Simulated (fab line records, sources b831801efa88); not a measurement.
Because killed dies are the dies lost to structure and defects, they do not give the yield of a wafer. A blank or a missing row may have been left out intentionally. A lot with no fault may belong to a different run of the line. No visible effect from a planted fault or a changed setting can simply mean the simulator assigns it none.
fab line records	flow sky130
record lots=13	wafers=39	last_day=50
route steps=708 shown FIELD_ISO@19 VT_ADJUST_LVTN@117 VT_ADJUST_PCH@153 SONOS_ONO@181 PAD_OPEN@708
lots that met no fault: taken from a fault-free run of the same line
start_h: hours from the record's opening day to when the first of the lot's shown wafers began	wait_h: hours from the lot's prior step to this one	" the same as in the row above	L1.1+2: several wafers, shown together as one row	- no value, or no start given	* or withheld: withheld	< > ~ a bound
route shown NAME@n: a module of which the file shows steps, and the number in the route of the first	usual: average and standard deviation across the fault-free wafers	same: alike in all rows	chamber/n: place in a boat	sites: each site's reading	_std_site: their standard deviation	_edge_site: inner sites' mean taken away from outer sites' mean	radius_mm: how far each site lies from the wafer's centre	mask NAME#n: copy n	behind: the last tool/chamber to shape the wafer	hold: cause of the lot's hold/its duration in hours/its outcome	device: which transistor (n, p or np) failed to switch	end of line: the tests these same wafers got at the end of their route	a step without rows: its recipe alone	killed: not the wafer's yield, but the dies lost to structure and defects at the first sort	map: shows each die of a wafer: x if killed, . if not, _ if none is there
set.NAME: the run value of the setting; set.NAME@STEP: its run value at that earlier step	model.NAME: the simulator's own value behind a step, which no gauge read
steps of the route over a sample of lots; a table a step, a row a wafer
services: from which hour (start_h, from the record's first day; less than 0 if before it) a tool's chamber was out of use, for how many hours, and why
## steps
# step SKY_FIELD_ISO_WET_ETCH_18
# recipe chemistry=H3PO4	target_depth_nm=25	temp_c=160	target=Si3N4	time_s=286
# usual run_length_s=313/3.6
lot.wafer	tool	chamber	start_h	wait_h	run_length_s
L963.1	wet_bench-02	1	35.41	0.0	310
L963.2	"	1	"	"	310
L963.6	"	1	"	"	310
L964.1	wet_bench-02	1	39.51	0.0	309
L964.3	"	1	"	"	309
L964.5	"	1	"	"	309
L965.2	wet_bench-02	1	44.30	0.0	310
L965.4	"	1	"	"	310
L965.5	"	1	"	"	310
L966.1	wet_bench-01	2	49.27	0.0	320
L966.3	"	2	"	"	320
L966.5	"	2	"	"	320
L967.1	wet_bench-02	1	55.35	0.0	309
L967.2	"	1	"	"	309
L967.3	"	1	"	"	309
L971.2	wet_bench-01	0	77.17	0.0	312
L971.3	"	0	"	"	312
L971.4	"	0	"	"	312
L976.2	wet_bench-01	0	106.91	0.0	60
L976.4	"	0	"	"	60
L976.5	"	0	"	"	60
L977.2	wet_bench-01	1	111.42	0.0	58
L977.3	"	1	"	"	58
L977.5	"	1	"	"	58
L978.4	wet_bench-03	0	115.65	0.0	312
L978.5	"	0	"	"	312
L978.6	"	0	"	"	312
L979.2	wet_bench-02	0	118.72	0.0	322
L979.3	"	0	"	"	322
L979.6	"	0	"	"	322
L983.1	wet_bench-03	1	138.02	0.0	314
L983.5	"	1	"	"	314
L983.6	"	1	"	"	314
L984.2	wet_bench-03	3	145.86	0.0	311
L984.4	"	3	"	"	311
L984.6	"	3	"	"	311
L985.3	wet_bench-03	3	153.81	0.0	312
L985.4	"	3	"	"	312
L985.5	"	3	"	"	312
# step SKY_VT_ADJUST_LVTN_STRIP_20
# recipe chemistry=O2/N2	power_w=1400	pressure_mtorr=1500	platen_temp_c=withheld	o2_flow_sccm=3000	n2_flow_sccm=300	overash_fraction=0.5
# usual drypump_motor_current_A=5.4/0.43	oes_product_au=0.716/0.0045	strip_time_to_endpoint_s=14.18/0.037
lot.wafer	tool	chamber	start_h	wait_h	drypump_motor_current_A	oes_product_au	rf_hours_counter_h	strip_time_to_endpoint_s
L963.1	plasma_asher-04	1	170.20	0.1	5.7	0.711	48	14.22
L963.2	"	0	"	"	5.7	0.719	48	14.20
L963.6	"	1	"	"	5.7	0.715	-	14.19
L964.1	plasma_asher-03	1	173.00	0.1	5.0	0.720	5	14.16
L964.3	"	0	"	"	4.8	0.710	-	14.14
L964.5	"	0	"	"	4.8	0.714	-	14.16
L965.2	plasma_asher-04	0	177.46	0.1	5.6	0.724	49	14.17
L965.4	"	0	"	"	5.6	0.717	-	14.17
L965.5	"	1	"	"	5.7	0.717	-	14.12
L966.1	plasma_asher-03	1	183.06	0.1	5.0	0.716	6	14.16
L966.3	"	0	"	"	4.8	0.710	-	14.19
L966.5	"	1	"	"	5.0	0.719	-	14.20
L967.1	plasma_asher-04	0	194.05	0.1	5.6	0.713	51	14.22
L967.2	"	1	"	"	5.7	0.721	51	14.20
L967.3	"	0	"	"	5.7	0.712	-	14.18
L971.2	plasma_asher-03	0	217.33	0.1	4.8	0.715	9	14.18
L971.3	"	0	"	"	4.8	0.715	-	14.19
L971.4	"	1	"	"	5.0	0.711	-	14.23
L976.2	plasma_asher-02	0	255.46	0.1	6.1	0.714	58	14.21
L976.4	"	1	"	"	5.4	0.712	-	14.20
L976.5	"	1	"	"	5.4	0.708	-	14.18
L977.2	plasma_asher-04	0	261.96	0.1	5.6	0.713	58	14.11
L977.3	"	1	"	"	5.7	0.714	-	14.12
L977.5	"	1	"	"	5.8	0.712	-	14.14
L978.4	plasma_asher-04	0	270.04	0.1	5.7	0.725	-	14.19
L978.5	"	1	"	"	5.7	0.713	-	14.23
L978.6	"	0	"	"	5.6	0.719	-	14.21
L979.2	plasma_asher-02	1	272.50	0.1	5.5	0.715	60	14.20
L979.3	"	1	"	"	5.5	0.719	-	14.17
L979.6	"	0	"	"	6.1	0.714	-	14.20
L983.1	plasma_asher-03	0	295.35	0.1	4.8	0.719	17	14.17
L983.5	"	0	"	"	4.8	0.721	-	14.18
L983.6	"	1	"	"	5.0	0.718	-	14.15
L984.2	plasma_asher-03	1	302.95	0.1	5.0	0.721	18	14.19
L984.4	"	1	"	"	5.0	0.718	-	14.18
L984.6	"	1	"	"	5.0	0.717	-	14.17
L985.3	plasma_asher-03	0	332.88	0.1	4.9	0.717	-	14.19
L985.4	"	1	"	"	5.0	0.723	-	14.16
L985.5	"	0	"	"	4.8	0.710	-	14.14
# step SKY_VT_ADJUST_PCH_TW_MEAS_10
# usual VT_ADJUST_PCH_TW=142.0/0.9
lot.wafer	tool	chamber	start_h	wait_h	VT_ADJUST_PCH_TW
L963.1	film_metro-02	-	231.16	0.1	143.4
L963.2	"	-	"	"	142.2
L963.6	"	-	"	"	143.4
L964.1	film_metro-01	-	235.06	0.1	141.3
L964.3	"	-	"	"	141.9
L964.5	"	-	"	"	142.3
L965.2	film_metro-03	-	240.25	0.1	142.0
L965.4	"	-	"	"	141.6
L965.5	"	-	"	"	142.3
L966.1	film_metro-02	-	246.64	0.1	143.5
L966.3	"	-	"	"	143.9
L966.5	"	-	"	"	143.4
L967.1	film_metro-03	-	259.44	0.1	142.7
L967.2	"	-	"	"	141.6
L967.3	"	-	"	"	141.3
L971.2	film_metro-02	-	284.37	0.1	142.7
L971.3	"	-	"	"	142.7
L971.4	"	-	"	"	142.3
L976.2	film_metro-03	-	330.37	0.1	140.8
L976.4	"	-	"	"	141.0
L976.5	"	-	"	"	140.2
L977.2	film_metro-03	-	335.90	0.1	141.6
L977.3	"	-	"	"	141.2
L977.5	"	-	"	"	140.6
L978.4	film_metro-01	-	345.62	0.1	140.6
L978.5	"	-	"	"	140.7
L978.6	"	-	"	"	140.8
L979.2	film_metro-03	-	349.46	0.1	142.2
L979.3	"	-	"	"	142.1
L979.6	"	-	"	"	142.5
L983.1	film_metro-01	-	376.00	0.1	140.6
L983.5	"	-	"	"	141.2
L983.6	"	-	"	"	140.8
L984.2	film_metro-03	-	384.80	0.1	142.9
L984.4	"	-	"	"	142.2
L984.6	"	-	"	"	142.7
L985.3	film_metro-03	-	417.33	0.1	141.6
L985.4	"	-	"	"	141.5
L985.5	"	-	"	"	141.7
# step SKY_SONOS_ONO_CD_MEAS_13
# recipe target_cd_nm=410
# usual cd_nm=409.2/2.3
lot.wafer	tool	chamber	start_h	wait_h	cd_nm
L963.1	cd_sem-01	-	289.73	0.1	409.1
L963.2	"	-	"	"	408.3
L963.6	"	-	"	"	406.3
L964.1	cd_sem-02	-	289.91	0.1	412.7
L964.3	"	-	"	"	409.0
L964.5	"	-	"	"	411.6
L966.1	cd_sem-01	-	298.36	0.1	411.5
L966.3	"	-	"	"	407.7
L966.5	"	-	"	"	406.5
L965.2	cd_sem-02	-	299.22	0.2	407.7
L965.4	"	-	"	"	408.4
L965.5	"	-	"	"	410.3
L967.1	cd_sem-01	-	314.06	0.1	407.5
L967.2	"	-	"	"	408.4
L967.3	"	-	"	"	408.3
L971.2	cd_sem-02	-	341.23	0.1	410.1
L971.3	"	-	"	"	409.1
L971.4	"	-	"	"	408.6
L976.2	cd_sem-01	-	391.39	0.1	409.9
L976.4	"	-	"	"	410.9
L976.5	"	-	"	"	409.2
L977.2	cd_sem-01	-	396.38	0.1	412.7
L977.3	"	-	"	"	412.0
L977.5	"	-	"	"	413.5
L978.4	cd_sem-02	-	405.72	0.1	406.7
L978.5	"	-	"	"	406.2
L978.6	"	-	"	"	408.3
L979.2	cd_sem-02	-	415.28	0.1	407.5
L979.3	"	-	"	"	409.2
L979.6	"	-	"	"	408.3
L983.1	cd_sem-02	-	441.30	0.1	408.4
L983.5	"	-	"	"	410.3
L983.6	"	-	"	"	408.4
L984.2	cd_sem-02	-	459.67	0.1	413.3
L984.4	"	-	"	"	413.0
L984.6	"	-	"	"	412.0
L985.3	cd_sem-01	-	482.50	0.1	407.6
L985.4	"	-	"	"	408.8
L985.5	"	-	"	"	409.6
# step SKY_PAD_OPEN_PROBE_99
# usual killed_at_M0_to_M3=43/7.1	killed_at_M4_up=3.0/1.9	killed_at_contacts=24/5	killed_at_front_end=15/4.3	killed_at_other=0.3/0.5	killed_dies=85/9.6	killed_open=46/7.1	killed_short=39/6.8
# same gross_dies=492	killed_at_back_side=0
lot.wafer	tool	chamber	start_h	wait_h	killed_at_M0_to_M3	killed_at_M4_up	killed_at_contacts	killed_at_front_end	killed_at_other	killed_dies	killed_open	killed_short
L963.1	prober-01	-	1077.92	0.1	47	1	25	19	0	92	53	39
L963.2	prober-01	-	1077.97	0.1	36	2	33	19	0	90	50	40
L963.6	prober-01	-	1078.17	0.2	42	1	24	14	0	81	48	33
L964.1	prober-02	-	1083.98	0.1	50	1	19	13	0	83	48	35
L964.3	prober-02	-	1084.08	0.2	44	0	29	17	0	90	50	40
L964.5	prober-02	-	1084.18	0.2	49	1	22	15	0	87	58	29
L966.1	prober-01	-	1084.30	0.1	43	1	17	16	0	77	40	37
L966.3	prober-01	-	1084.40	0.2	50	2	20	22	0	94	51	43
L966.5	prober-01	-	1084.50	0.2	41	0	17	16	0	74	42	32
L965.2	prober-02	-	1094.72	0.1	49	3	30	11	0	93	52	41
L965.4	prober-02	-	1094.82	0.2	38	1	27	11	1	78	38	40
L965.5	prober-02	-	1094.87	0.2	35	2	24	10	0	71	44	27
L967.1	prober-01	-	1096.28	0.1	30	1	21	18	0	70	37	33
L967.2	prober-01	-	1096.33	0.1	36	7	23	16	0	82	30	52
L967.3	prober-01	-	1096.38	0.2	50	6	23	20	0	99	43	56
L971.2	prober-01	-	1120.87	0.1	54	4	22	22	1	103	51	52
L971.3	prober-01	-	1120.92	0.2	51	1	23	19	0	94	61	33
L971.4	prober-01	-	1120.97	0.2	55	1	22	22	1	101	55	46
L976.2	prober-01	-	1152.98	0.1	42	3	25	18	0	88	58	30
L976.4	prober-01	-	1153.08	0.2	41	5	25	25	0	96	55	41
L976.5	prober-01	-	1153.13	0.2	38	5	26	8	0	77	39	38
L977.2	prober-02	-	1154.73	0.1	44	2	28	18	0	92	42	50
L977.3	prober-02	-	1154.78	0.2	40	1	21	16	0	78	39	39
L977.5	prober-02	-	1154.88	0.2	38	1	35	12	0	86	51	35
L979.2	prober-01	-	1170.95	0.1	46	4	21	11	0	82	48	34
L979.3	prober-01	-	1171.00	0.2	27	4	23	12	0	66	32	34
L979.6	prober-01	-	1171.15	0.2	38	3	25	11	0	77	43	34
L978.4	prober-01	-	1172.64	0.2	40	1	21	11	0	73	48	25
L978.5	prober-01	-	1172.69	0.2	43	4	27	12	0	86	48	38
L978.6	prober-01	-	1172.74	0.2	31	3	27	15	0	76	36	40
L983.1	prober-02	-	1185.48	0.1	32	6	29	19	1	87	40	47
L983.5	prober-02	-	1185.68	0.2	39	7	27	10	0	83	42	41
L983.6	prober-02	-	1185.73	0.2	41	2	25	11	0	79	41	38
L984.2	prober-01	-	1189.54	0.1	52	0	24	8	0	84	46	38
L984.4	prober-01	-	1189.64	0.2	36	4	31	20	0	91	49	42
L984.6	prober-01	-	1189.74	0.2	38	3	29	10	0	80	49	31
L985.3	prober-02	-	1198.83	0.2	39	2	23	11	0	75	40	35
L985.4	prober-02	-	1198.88	0.2	51	1	29	23	1	105	53	52
L985.5	prober-02	-	1198.93	0.2	45	5	26	17	1	94	44	50
# killed by level:class
L963.1 CONTACT:geometric_particle:open=12 VIA1:geometric_particle:open=10 VIA3:geometric_particle:open=8 LI_CONTACT:geometric_particle:open=7 METAL2:geometric_particle:short=7 FIELD_ISO:geometric_particle:open=6 VIA2:geometric_particle:open=6 POLY_GATE:geometric_particle:short=5
L963.2 LI_CONTACT:geometric_particle:open=12 CONTACT:geometric_particle:open=8 VIA3:geometric_particle:open=8 VIA1:geometric_particle:short=7 VIA1:geometric_particle:open=6 FIELD_ISO:geometric_particle:open=5 POLY_GATE:geometric_particle:short=5 CONTACT:geometric_particle:short=5
L963.6 VIA1:geometric_particle:open=14 CONTACT:geometric_particle:open=10 CONTACT:geometric_particle:short=6 VIA3:geometric_particle:open=5 POLY_GATE:geometric_particle:short=4 METAL1:geometric_particle:short=4 VIA1:geometric_particle:short=4 VIA2:geometric_particle:open=4
L964.1 VIA1:geometric_particle:open=15 VIA3:geometric_particle:open=9 CONTACT:geometric_particle:short=7 VIA1:geometric_particle:short=7 CONTACT:geometric_particle:open=5 LI_CONTACT:geometric_particle:open=4 METAL3:geometric_particle:short=4 FIELD_ISO:geometric_particle:open=3
L964.3 CONTACT:geometric_particle:open=8 VIA1:geometric_particle:open=8 CONTACT:geometric_particle:short=7 VIA1:geometric_particle:short=7 FIELD_ISO:geometric_particle:open=6 LI_CONTACT:geometric_particle:open=6 LOCAL_INTERCONNECT:geometric_particle:short=6 METAL1:geometric_particle:short=6
L964.5 VIA1:geometric_particle:open=14 CONTACT:geometric_particle:open=10 VIA1:geometric_particle:short=10 LI_CONTACT:geometric_particle:open=8 VIA3:geometric_particle:open=7 VIA2:geometric_particle:open=6 POLY_GATE:geometric_particle:short=4 METAL2:geometric_particle:short=4
L966.1 VIA1:geometric_particle:open=9 LI_CONTACT:geometric_particle:open=7 VIA2:geometric_particle:open=7 METAL2:geometric_particle:short=6 VIA2:geometric_particle:short=5 VIA3:geometric_particle:open=5 FIELD_ISO:geometric_particle:short=4 LOCAL_INTERCONNECT:geometric_particle:short=4
L966.3 VIA1:geometric_particle:open=16 FIELD_ISO:geometric_particle:short=8 VIA1:geometric_particle:short=8 LI_CONTACT:geometric_particle:open=8 VIA2:geometric_particle:open=6 FIELD_ISO:geometric_particle:open=5 CONTACT:geometric_particle:open=5 VIA3:geometric_particle:open=5
L966.5 VIA1:geometric_particle:open=13 LI_CONTACT:geometric_particle:open=9 FIELD_ISO:geometric_particle:short=6 METAL2:geometric_particle:short=6 VIA3:geometric_particle:open=6 METAL1:geometric_particle:short=5 CONTACT:geometric_particle:open=4 METAL3:geometric_particle:short=3
L965.2 VIA1:geometric_particle:open=13 LI_CONTACT:geometric_particle:open=12 VIA2:geometric_particle:open=9 CONTACT:geometric_particle:open=7 VIA1:geometric_particle:short=7 LOCAL_INTERCONNECT:geometric_particle:short=6 FIELD_ISO:geometric_particle:short=5 METAL1:geometric_particle:short=4
L965.4 VIA1:geometric_particle:open=10 LI_CONTACT:geometric_particle:open=7 CONTACT:geometric_particle:open=7 LI_CONTACT:geometric_particle:short=5 VIA3:geometric_particle:short=5 METAL1:geometric_particle:short=4 LOCAL_INTERCONNECT:geometric_particle:short=4 VIA2:geometric_particle:open=4
L965.5 CONTACT:geometric_particle:open=11 VIA1:geometric_particle:open=8 VIA3:geometric_particle:open=4 LI_CONTACT:geometric_particle:open=4 LOCAL_INTERCONNECT:geometric_particle:short=4 METAL1:geometric_particle:short=4 VIA2:geometric_particle:open=4 METAL3:geometric_particle:short=4
L967.1 VIA1:geometric_particle:open=9 LI_CONTACT:geometric_particle:open=6 LOCAL_INTERCONNECT:geometric_particle:short=6 VIA3:geometric_particle:short=6 FIELD_ISO:geometric_particle:open=4 POLY_GATE:geometric_particle:short=4 CONTACT:geometric_particle:open=4 POLY_GATE:geometric_particle:open=3
L967.2 VIA1:geometric_particle:short=8 LOCAL_INTERCONNECT:geometric_particle:short=7 CONTACT:geometric_particle:short=7 FIELD_ISO:geometric_particle:open=6 LI_CONTACT:geometric_particle:open=6 VIA1:geometric_particle:open=6 METAL4:geometric_particle:short=6 POLY_GATE:geometric_particle:short=5
L967.3 METAL2:geometric_particle:short=9 VIA2:geometric_particle:open=9 FIELD_ISO:geometric_particle:open=7 LI_CONTACT:geometric_particle:short=7 METAL1:geometric_particle:short=6 FIELD_ISO:geometric_particle:short=5 LI_CONTACT:geometric_particle:open=5 VIA3:geometric_particle:open=5
L971.2 VIA1:geometric_particle:open=12 LI_CONTACT:geometric_particle:open=10 FIELD_ISO:geometric_particle:short=8 METAL2:geometric_particle:short=8 METAL1:geometric_particle:short=7 VIA2:geometric_particle:open=7 FIELD_ISO:geometric_particle:open=5 CONTACT:geometric_particle:open=5
L971.3 VIA1:geometric_particle:open=19 CONTACT:geometric_particle:open=10 LI_CONTACT:geometric_particle:open=9 VIA1:geometric_particle:short=8 METAL2:geometric_particle:short=7 FIELD_ISO:geometric_particle:open=6 METAL2:geometric_particle:open=4 VIA3:geometric_particle:open=4
L971.4 VIA1:geometric_particle:open=13 METAL1:geometric_particle:short=10 POLY_GATE:geometric_particle:open=7 METAL2:geometric_particle:short=7 LI_CONTACT:geometric_particle:open=6 VIA2:geometric_particle:open=6 VIA3:geometric_particle:open=6 FIELD_ISO:geometric_particle:open=5
L976.2 CONTACT:geometric_particle:open=12 VIA1:geometric_particle:open=11 VIA3:geometric_particle:open=9 LI_CONTACT:geometric_particle:open=7 METAL1:geometric_particle:short=6 FIELD_ISO:geometric_particle:short=5 VIA1:geometric_particle:short=4 VIA2:geometric_particle:open=4
L976.4 CONTACT:geometric_particle:open=13 FIELD_ISO:geometric_particle:open=10 METAL2:geometric_particle:short=9 VIA3:geometric_particle:open=7 POLY_GATE:geometric_particle:open=5 FIELD_ISO:geometric_particle:short=4 LI_CONTACT:geometric_particle:short=4 LI_CONTACT:geometric_particle:open=4
L976.5 CONTACT:geometric_particle:open=9 VIA2:geometric_particle:open=8 VIA3:geometric_particle:open=8 CONTACT:geometric_particle:short=7 METAL2:geometric_particle:short=6 VIA1:geometric_particle:open=5 LI_CONTACT:geometric_particle:open=4 LOCAL_INTERCONNECT:geometric_particle:short=4
L977.2 VIA1:geometric_particle:open=11 LI_CONTACT:geometric_particle:open=8 CONTACT:geometric_particle:open=8 METAL1:geometric_particle:short=8 FIELD_ISO:geometric_particle:short=6 CONTACT:geometric_particle:short=6 LOCAL_INTERCONNECT:geometric_particle:short=5 VIA1:geometric_particle:short=5
L977.3 VIA1:geometric_particle:open=10 LI_CONTACT:geometric_particle:open=9 VIA2:geometric_particle:open=8 CONTACT:geometric_particle:short=6 METAL1:geometric_particle:short=6 FIELD_ISO:geometric_particle:short=5 LOCAL_INTERCONNECT:geometric_particle:short=4 VIA2:geometric_particle:short=4
L977.5 CONTACT:geometric_particle:open=13 VIA1:geometric_particle:open=11 LI_CONTACT:geometric_particle:open=8 LOCAL_INTERCONNECT:geometric_particle:short=7 METAL1:geometric_particle:short=5 POLY_GATE:geometric_particle:short=5 VIA2:geometric_particle:open=5 VIA3:geometric_particle:open=4
L979.2 VIA1:geometric_particle:open=10 VIA3:geometric_particle:open=10 CONTACT:geometric_particle:open=9 METAL1:geometric_particle:short=9 VIA2:geometric_particle:open=6 LI_CONTACT:geometric_particle:open=4 CONTACT:geometric_particle:short=4 METAL2:geometric_particle:short=4
L979.3 LI_CONTACT:geometric_particle:open=7 CONTACT:geometric_particle:open=7 CONTACT:geometric_particle:short=5 VIA1:geometric_particle:short=5 VIA1:geometric_particle:open=5 FIELD_ISO:geometric_particle:short=4 METAL1:geometric_particle:short=4 VIA3:geometric_particle:open=4
L979.6 VIA1:geometric_particle:open=13 CONTACT:geometric_particle:open=9 VIA3:geometric_particle:open=7 LI_CONTACT:geometric_particle:open=6 METAL1:geometric_particle:short=6 CONTACT:geometric_particle:short=5 POLY_GATE:geometric_particle:open=4 POLY_GATE:geometric_particle:short=4
L978.4 VIA1:geometric_particle:open=10 CONTACT:geometric_particle:open=7 VIA3:geometric_particle:open=7 FIELD_ISO:geometric_particle:open=6 LI_CONTACT:geometric_particle:open=5 LOCAL_INTERCONNECT:geometric_particle:short=4 CONTACT:geometric_particle:short=4 METAL1:geometric_particle:open=4
L978.5 VIA2:geometric_particle:open=11 LI_CONTACT:geometric_particle:open=8 VIA1:geometric_particle:open=8 CONTACT:geometric_particle:open=7 METAL2:geometric_particle:short=6 CONTACT:geometric_particle:short=5 FIELD_ISO:geometric_particle:open=4 POLY_GATE:geometric_particle:short=4
L978.6 CONTACT:geometric_particle:open=11 METAL2:geometric_particle:short=6 LOCAL_INTERCONNECT:geometric_particle:short=5 VIA1:geometric_particle:open=5 FIELD_ISO:geometric_particle:open=4 LI_CONTACT:geometric_particle:open=4 CONTACT:geometric_particle:short=4 METAL1:geometric_particle:short=4
L983.1 FIELD_ISO:geometric_particle:short=9 CONTACT:geometric_particle:short=9 CONTACT:geometric_particle:open=7 VIA3:geometric_particle:open=6 VIA1:geometric_particle:open=6 LI_CONTACT:geometric_particle:open=5 LOCAL_INTERCONNECT:geometric_particle:short=5 VIA3:geometric_particle:short=5
L983.5 CONTACT:geometric_particle:short=11 CONTACT:geometric_particle:open=9 VIA1:geometric_particle:open=9 FIELD_ISO:geometric_particle:open=5 VIA1:geometric_particle:short=5 VIA3:geometric_particle:open=5 LI_CONTACT:geometric_particle:open=4 METAL1:geometric_particle:short=4
L983.6 CONTACT:geometric_particle:open=9 METAL1:geometric_particle:short=8 VIA2:geometric_particle:open=7 CONTACT:geometric_particle:short=6 LI_CONTACT:geometric_particle:open=5 METAL3:geometric_particle:short=4 LOCAL_INTERCONNECT:geometric_particle:short=4 VIA1:geometric_particle:open=4
L984.2 VIA1:geometric_particle:open=17 CONTACT:geometric_particle:open=11 VIA1:geometric_particle:short=9 METAL1:geometric_particle:short=8 VIA2:geometric_particle:open=6 METAL2:geometric_particle:short=4 CONTACT:geometric_particle:short=3 VIA3:geometric_particle:open=3
L984.4 VIA1:geometric_particle:open=10 CONTACT:geometric_particle:short=9 LI_CONTACT:geometric_particle:open=8 CONTACT:geometric_particle:open=8 VIA3:geometric_particle:open=6 POLY_GATE:geometric_particle:short=6 POLY_GATE:geometric_particle:open=5 LOCAL_INTERCONNECT:geometric_particle:short=5
L984.6 VIA1:geometric_particle:open=14 CONTACT:geometric_particle:open=10 LI_CONTACT:geometric_particle:open=8 LOCAL_INTERCONNECT:geometric_particle:short=6 POLY_GATE:geometric_particle:short=5 METAL2:geometric_particle:short=5 VIA2:geometric_particle:open=5 METAL2:geometric_particle:open=4
L985.3 CONTACT:geometric_particle:open=11 METAL1:geometric_particle:short=10 VIA1:geometric_particle:open=6 LI_CONTACT:geometric_particle:open=5 VIA2:geometric_particle:open=5 CONTACT:geometric_particle:short=4 METAL2:geometric_particle:short=4 POLY_GATE:geometric_particle:open=3
L985.4 VIA2:geometric_particle:open=10 CONTACT:geometric_particle:short=9 LI_CONTACT:geometric_particle:open=9 VIA1:geometric_particle:open=9 FIELD_ISO:geometric_particle:short=8 CONTACT:geometric_particle:open=6 METAL1:geometric_particle:short=6 FIELD_ISO:geometric_particle:open=5
L985.5 VIA1:geometric_particle:open=11 CONTACT:geometric_particle:short=9 CONTACT:geometric_particle:open=8 METAL1:geometric_particle:short=8 VIA3:geometric_particle:open=7 POLY_GATE:geometric_particle:open=5 VIA2:geometric_particle:open=5 FIELD_ISO:geometric_particle:short=4
## services
tool	chamber	start_h	hours	kind
plasma_asher-03	-	99.39	1.2	repair
plasma_asher-03	-	101.93	5.0	repair
plasma_asher-03	-	108.75	9.0	pm
plasma_asher-03	0	108.75	9.0	vent_cycle
plasma_asher-03	1	108.75	9.0	vent_cycle
plasma_asher-03	0	117.75	-	clean
plasma_asher-03	1	117.75	-	clean
wet_bench-02	-	128.37	1.9	pm
plasma_asher-03	-	151.18	2.8	pm
plasma_asher-02	-	151.88	0.8	repair
plasma_asher-02	-	167.08	0.9	repair
plasma_asher-03	-	171.04	0.9	repair
wet_bench-02	-	202.13	5.9	repair
wet_bench-02	-	233.92	11.9	repair
plasma_asher-04	-	258.29	1.2	repair
plasma_asher-03	-	273.48	0.4	repair
wet_bench-02	-	286.90	1.8	repair
plasma_asher-04	-	331.88	2.0	repair
## key
first_sign step=SKY_FIELD_ISO_WET_ETCH_18	reading=run_length_s	direction=down	sigmas=70	usual=*	struck=*
effect none on later readings
met_at SKY_FIELD_ISO_WET_ETCH_18
struck_lots L976,L977
tester_left_out L976,L977
not_acting_at SKY_VT_ADJUST_LVTN_STRIP_20,SKY_VT_ADJUST_PCH_TW_MEAS_10,SKY_SONOS_ONO_CD_MEAS_13
onset_between 77.17 106.91
fault kind=process_parameter_drift	tool=wet_bench-01	chamber=-	onset_h=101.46	steps=SKY_FIELD_ISO_WET_ETCH_18	channel=time_s	offset=*	shape=step	end_h=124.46	acts_in=*	stated=*
# tester_left_out: of these lots the tester's yield and bins aren't shown, on N5 and GAA mostly nor the transistor test; their killed dies are dies lost to structure and defects alone, not to doping, threshold or leakage, so they don't give the yield
